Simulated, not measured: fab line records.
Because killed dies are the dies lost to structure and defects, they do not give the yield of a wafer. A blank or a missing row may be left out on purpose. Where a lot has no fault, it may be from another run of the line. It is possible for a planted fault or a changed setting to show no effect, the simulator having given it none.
Matching of chambers	flow sky130	SKY_SPACER_ETCHBACK_02 on rieDiel-02 has 4 sister chambers
The step etches Si3N4 in CH3F/O2, stops on SiO2, time 46.7 s, target depth 45 nm. 4 wafers are shown with their chamber, then 6 later ones without.

WAFERS, EACH WITH ITS CHAMBER
wafer	chamber	drypumpMotorCurrentA (A)
L760.4	3	6.2
L780.1	0	5.6
L780.2	1	5.2
L780.4	2	5.7

WAFERS MISSING THEIR CHAMBER
wafer	drypumpMotorCurrentA (A)
L781.4	5.6
L781.5	5.5
L781.6	5.2
L783.1	5.7
L783.4	5.7
L783.5	5.2

THE CHAMBER EACH PASSED THROUGH
wafer	from the rows above	in truth
L781.4	0	0
L781.5	0	0
L781.6	1	1
L783.1	2	2
L783.4	2	2
L783.5	1	1
Placed correctly: 6 of 6. Number that these rows cannot place: 0. 0 placed wrongly.
How it was worked out, from the rows above alone: a wafer's distance from a chamber is the root of the sum, over the readings, of the square of ((its reading less the chamber's mean) divided by the reading's scatter). The wafer belongs to the nearest chamber; if the next one is less than 2 further off, it can't be placed. Each chamber's mean is taken over the wafers shown for it. The scatter (one wafer shown for each chamber): square how far every hidden wafer sits from the nearest shown wafer, average those squares and take the square root.
